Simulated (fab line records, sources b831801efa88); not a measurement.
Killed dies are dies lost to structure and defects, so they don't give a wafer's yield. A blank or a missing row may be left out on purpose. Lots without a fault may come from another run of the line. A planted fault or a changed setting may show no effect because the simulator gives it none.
Which tool did it? | flow sky130 | 24 lots, 72 wafers sampled, at 3 steps of a route of 708

WHAT THE GAUGES READ, wafer by wafer
SKY_VIA2_THK_MEAS_23: measures by xrf.
lot  | measured     | on            | VIA2_W_THK (nm)
L074 | day 37 13:52 | film_metro-02 | 423 423 420
L075 | day 37 18:23 | film_metro-03 | 430 434 435
L076 | day 38 14:08 | film_metro-02 | 436 426 410
L077 | day 39 05:50 | film_metro-02 | 405 429 423
L078 | day 39 12:47 | film_metro-03 | 436 416 435
L079 | day 39 18:53 | film_metro-02 | 425 423 417
L080 | day 40 01:12 | film_metro-01 | 410 416 410
L081 | day 40 09:01 | film_metro-01 | 404 425 408
L082 | day 40 14:13 | film_metro-02 | 427 415 427
L083 | day 41 02:37 | film_metro-02 | 419 408 416
L084 | day 41 05:55 | film_metro-01 | 418 418 413
L085 | day 41 19:49 | film_metro-01 | 419 420 416
L086 | day 41 21:07 | film_metro-01 | 412 411 425
L087 | day 42 07:38 | film_metro-01 | 429 433 416
L088 | day 42 12:32 | film_metro-01 | 412 429 409
L089 | day 42 16:25 | film_metro-01 | 413 426 416
L090 | day 43 03:37 | film_metro-01 | 427 418 431
L091 | day 43 15:40 | film_metro-02 | 425 412 417
L093 | day 43 22:46 | film_metro-02 | 425 427 429
L092 | day 44 00:37 | film_metro-01 | 425 427 412
L094 | day 44 04:27 | film_metro-03 | 419 421 418
L095 | day 44 13:01 | film_metro-02 | 425 430 426
L096 | day 44 17:05 | film_metro-02 | 437 439 438
L097 | day 44 21:37 | film_metro-03 | 430 425 422

SKY_VIA3_CD_MEAS_12: target cd 200 nm.
lot  | measured     | on        | cd_nm (nm)
L074 | day 41 06:02 | cd_sem-02 | 198.0 199.2 200.6
L075 | day 41 10:19 | cd_sem-01 | 201.6 202.0 199.8
L076 | day 42 05:33 | cd_sem-02 | 202.2 200.6 202.1
L077 | day 42 17:11 | cd_sem-01 | 200.2 200.7 202.1
L078 | day 42 23:12 | cd_sem-02 | 198.4 198.7 197.4
L079 | day 43 04:41 | cd_sem-02 | 198.3 199.3 198.8
L080 | day 43 08:38 | cd_sem-01 | 200.6 200.7 199.6
L081 | day 43 17:17 | cd_sem-01 | 201.8 202.0 202.5
L082 | day 43 19:41 | cd_sem-01 | 202.4 202.7 202.9
L083 | day 44 07:08 | cd_sem-02 | 201.7 200.6 199.5
L084 | day 44 09:59 | cd_sem-01 | 199.3 199.7 199.6
L085 | day 44 21:44 | cd_sem-01 | 200.5 200.6 200.8
L086 | day 44 22:52 | cd_sem-02 | 202.2 201.8 200.7
L087 | day 45 08:54 | cd_sem-02 | 201.5 200.9 201.3
L088 | day 45 13:02 | cd_sem-01 | 199.3 201.9 201.2
L089 | day 45 18:26 | cd_sem-01 | 198.1 200.2 199.0
L090 | day 46 04:20 | cd_sem-01 | 198.2 198.1 198.8
L091 | day 46 14:11 | cd_sem-02 | 197.5 198.0 197.6
L093 | day 46 20:26 | cd_sem-01 | 200.6 197.8 199.6
L092 | day 46 23:34 | cd_sem-02 | 200.4 200.6 199.7
L094 | day 47 03:44 | cd_sem-02 | 202.5 201.4 202.2
L095 | day 47 10:55 | cd_sem-02 | 199.5 201.0 200.8
L096 | day 47 14:10 | cd_sem-02 | 199.7 199.0 198.8
L097 | day 47 17:55 | cd_sem-02 | 198.6 201.1 199.0

WHICH TOOL RAN EACH LOT (tool, then ch and the chambers of the sampled wafers, then the start)
lot  | SKY_METAL2_STRIP_20
L074 | plasma_asher-03 ch 0,1, day 36 06:56
L075 | plasma_asher-03 ch 0,1, day 36 11:29
L076 | plasma_asher-03 ch 0,1, day 37 06:52
L077 | plasma_asher-03 ch 0,1, day 37 21:43
L078 | plasma_asher-03 ch 0,1, day 38 04:46
L079 | plasma_asher-03 ch 0,1, day 38 10:26
L080 | plasma_asher-02 ch 0,1, day 38 17:47
L081 | plasma_asher-01 ch 0,1, day 39 01:11
L082 | plasma_asher-01 ch 0,1, day 39 06:47
L083 | plasma_asher-01 ch 0,1, day 39 20:06
L084 | plasma_asher-01 ch 0,1, day 40 00:29
L085 | plasma_asher-02 ch 0,1, day 40 14:41
L086 | plasma_asher-03 ch 0,1, day 40 16:35
L087 | plasma_asher-01 ch 0,1, day 41 03:25
L088 | plasma_asher-01 ch 0,1, day 41 08:50
L089 | plasma_asher-01 ch 0, day 41 13:08
L090 | plasma_asher-01 ch 0,1, day 42 02:11
L091 | plasma_asher-03 ch 0,1, day 42 13:23
L093 | plasma_asher-03 ch 0,1, day 42 20:41
L092 | plasma_asher-01 ch 0,1, day 42 21:56
L094 | plasma_asher-02 ch 0,1, day 43 02:26
L095 | plasma_asher-03 ch 0,1, day 43 10:35
L096 | plasma_asher-02 ch 0,1, day 43 15:29
L097 | plasma_asher-02 ch 0,1, day 43 20:17
- SKY_METAL2_STRIP_20: strips in O2/N2.

WHAT THE TOOLS THEMSELVES READ (means of the sampled wafers that have a number; where no wafer has one, the mark that the record gives instead)
SKY_METAL2_STRIP_20.
lot  | tool            | drypump_motor_current_A (A) | oes_product_au (a.u.) | strip_time_to_endpoint_s (s)
L074 | plasma_asher-03 | 6.1                         | 0.345                 | 2.72
L075 | plasma_asher-03 | 5.6                         | 0.346                 | 2.74
L076 | plasma_asher-03 | 6.1                         | 0.341                 | 2.68
L077 | plasma_asher-03 | 6.1                         | 0.349                 | 2.68
L078 | plasma_asher-03 | 5.6                         | 0.340                 | 2.66
L079 | plasma_asher-03 | 5.6                         | 0.345                 | 2.73
L080 | plasma_asher-02 | 5.7                         | 0.345                 | 2.71
L081 | plasma_asher-01 | 5.9                         | 0.338                 | 2.70
L082 | plasma_asher-01 | 5.9                         | 0.349                 | 2.71
L083 | plasma_asher-01 | 5.9                         | 0.342                 | 2.68
L084 | plasma_asher-01 | 5.9                         | 0.340                 | 2.70
L085 | plasma_asher-02 | 5.7                         | 0.343                 | 2.74
L086 | plasma_asher-03 | 6.1                         | 0.345                 | 2.71
L087 | plasma_asher-01 | 5.9                         | 0.342                 | 2.70
L088 | plasma_asher-01 | 5.9                         | 0.346                 | 2.71
L089 | plasma_asher-01 | 5.8                         | 0.345                 | 2.70
L090 | plasma_asher-01 | 5.9                         | 0.343                 | 2.71
L091 | plasma_asher-03 | 5.5                         | 0.333                 | 2.65
L093 | plasma_asher-03 | 6.1                         | 0.342                 | 2.71
L092 | plasma_asher-01 | 6.0                         | 0.345                 | 2.75
L094 | plasma_asher-02 | 5.7                         | 0.340                 | 2.71
L095 | plasma_asher-03 | 5.6                         | 0.346                 | 2.74
L096 | plasma_asher-02 | 5.7                         | 0.340                 | 2.68
L097 | plasma_asher-02 | 5.9                         | 0.344                 | 2.67

THE ANSWER, worked out from the rows above alone
Rule: what is usual is taken from the lots themselves. Put in order of their means at a reading, lots are off if they are a third of the lots or fewer, leave a main group of 4 or more, and stand apart from it by a gap of 3 or more times the standard deviation of the main group's means; of several such gaps the widest counts. A main group whose means are all the same, to the digits that the tables above print for the reading, isn't used. A lot without any number at a reading at which 4 lots or more have one is off too. The other lots that the step has rows for count as sound. The gauges are gone through in route order, then the tools' own readings, and for those a lot's mean is taken as printed above. The first step at which some lot is off is used, and at that step the reading that is off furthest; a lot without a number counts as furthest.
No lot is off at any reading shown: from this, nothing can be told.

WHAT THE SIMULATOR HAD PUT IN
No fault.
